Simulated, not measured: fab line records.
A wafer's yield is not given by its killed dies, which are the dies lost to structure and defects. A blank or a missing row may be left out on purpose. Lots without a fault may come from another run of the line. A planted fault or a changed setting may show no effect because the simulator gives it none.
Which of the tools did it? -- flow sky130 -- 36 wafers from 12 lots sampled at 3 of the route's 708 steps

== WHAT EACH GAUGE READ, for each wafer ==
SKY_VIA4_RS_MEAS_19: uses a four-point probe to measure. Usual: VIA4_W_RS typically reads 0.2283 ohm/sq, with standard deviation 0.0025.
lot,measured,on,VIA4_W_RS (ohm/sq),flag
L686,day 42 20:45,film_metro-01,0.2236 0.2240 0.2238,
L687,day 43 11:00,film_metro-02,0.2285 0.2229 0.2266,
L689,day 43 23:41,film_metro-01,0.2260 0.2264 0.2264,
L688,day 44 04:16,film_metro-01,0.2279 0.2275 0.2252,
L690,day 44 11:09,film_metro-03,0.2299 0.2320 0.2317,
L691,day 44 14:11,film_metro-03,0.2280 0.2289 0.2306,
L697,day 46 22:41,film_metro-03,0.2670 0.2289 0.2709,OFF
L698,day 46 23:17,film_metro-01,0.2253 0.2254 0.2256,
L700,day 47 01:32,film_metro-01,0.2299 0.2630 0.2334,OFF
L703,day 47 08:14,film_metro-01,0.2316 0.2294 0.2279,
L707,day 48 05:16,film_metro-03,0.2273 0.2294 0.2294,
L709,day 48 20:54,film_metro-03,0.2274 0.2289 0.2266,

SKY_VIA4_THK_MEAS_20: measures by xrf. Usual: VIA4_W_THK typically reads 510 nm, with standard deviation 6.9.
lot,measured,on,VIA4_W_THK (nm),flag
L686,day 42 20:51,film_metro-01,522 524 522,
L687,day 43 11:07,film_metro-02,511 528 513,
L689,day 43 23:47,film_metro-01,511 510 510,
L688,day 44 04:23,film_metro-01,513 512 516,
L690,day 44 11:16,film_metro-03,504 501 499,
L691,day 44 14:17,film_metro-03,512 506 505,
L697,day 46 22:47,film_metro-03,439 515 429,OFF
L698,day 46 23:24,film_metro-01,511 510 508,
L700,day 47 01:40,film_metro-01,508 440 498,OFF
L703,day 47 08:20,film_metro-01,504 506 509,
L707,day 48 05:23,film_metro-03,520 512 513,
L709,day 48 20:59,film_metro-03,517 515 518,

== WHAT TOOL EACH LOT RAN ON (gives the tool, then ch and the chambers of the sampled wafers, and finally the start) ==
lot,SKY_VIA4_CVD_18
L686,"cvd_w-02 ch 0,1, day 42 20:37"
L687,"cvd_w-02 ch 0,1, day 43 10:50"
L689,"cvd_w-01 ch 0,1, day 43 23:33"
L688,"cvd_w-01 ch 0,1, day 44 04:07"
L690,"cvd_w-01 ch 0,1, day 44 10:59"
L691,"cvd_w-02 ch 0,1, day 44 14:01"
L697,"cvd_w-01 ch 0,1, day 46 22:32"
L698,"cvd_w-02 ch 0, day 46 23:08"
L700,"cvd_w-01 ch 0,1, day 47 01:23"
L703,"cvd_w-02 ch 0,1, day 47 08:05"
L707,"cvd_w-02 ch 0,1, day 48 05:07"
L709,"cvd_w-02 ch 0,1, day 48 20:44"
- SKY_VIA4_CVD_18: deposits W, target thk 505 nm, time 152.14 s.

== AS READ BY THE TOOLS THEMSELVES (means over the sampled wafers that have a number; for cases with no such wafer, the mark the record gives instead) ==
SKY_VIA4_CVD_18. Usual: heater_power_w 887 W, standard deviation 88; susceptor_temp_C 400.00 C, standard deviation 0.22.
lot,tool,heater_power_w (W),susceptor_temp_C (C),flag
L686,cvd_w-02,794,400.13,
L687,cvd_w-02,805,400.24,
L689,cvd_w-01,972,400.15,
L688,cvd_w-01,925,400.11,
L690,cvd_w-01,976,399.97,
L691,cvd_w-02,846,399.96,
L697,cvd_w-01,937,395.17,OFF
L698,cvd_w-02,903,400.03,
L700,cvd_w-01,948,397.73,OFF
L703,cvd_w-02,841,399.98,
L707,cvd_w-02,798,399.76,
L709,cvd_w-02,860,400.06,

== THE ANSWER, worked out from the rows above alone ==
Rule: lot off if the mean of its wafers having a number is beyond 3 standard deviations from the usual mean. A lot without any number at a reading at which 4 lots or more have one is off too. All remaining lots with rows at the step are treated as sound. First the gauges in route order, then the tools' own readings, where a lot's mean is used as printed above. The first step at which some lot is off is used, and at that step the reading that is off furthest; a lot without a number counts as furthest.
Off: L697, L700, seen at SKY_VIA4_RS_MEAS_19 (VIA4_W_RS).
A tool fits if, at a process step before that reading, it ran every lot that is off, and no sound lot after the first of them. The gauges at SKY_VIA4_RS_MEAS_19 aren't tried: what is off there is off at SKY_VIA4_CVD_18 too, on other tools, and a gauge's error can't cause that. One fits: cvd_w-01 at SKY_VIA4_CVD_18. A fault onset in the window from L690 (day 44 10:59, its last sound lot) to L697 (day 46 22:32, its first lot off) fits.
On the lots that are off, the tool's own readings at SKY_VIA4_CVD_18 differ by more than 5 times the standard deviation of the sound lots' means, which bears it out; susceptor_temp_C reads 396.45 C there versus 400.04 C on the sound lots.

== WHAT THE SIMULATOR HAD PUT IN ==
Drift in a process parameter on cvd_w-01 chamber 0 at SKY_VIA4_CVD_18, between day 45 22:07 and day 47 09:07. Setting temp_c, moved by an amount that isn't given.
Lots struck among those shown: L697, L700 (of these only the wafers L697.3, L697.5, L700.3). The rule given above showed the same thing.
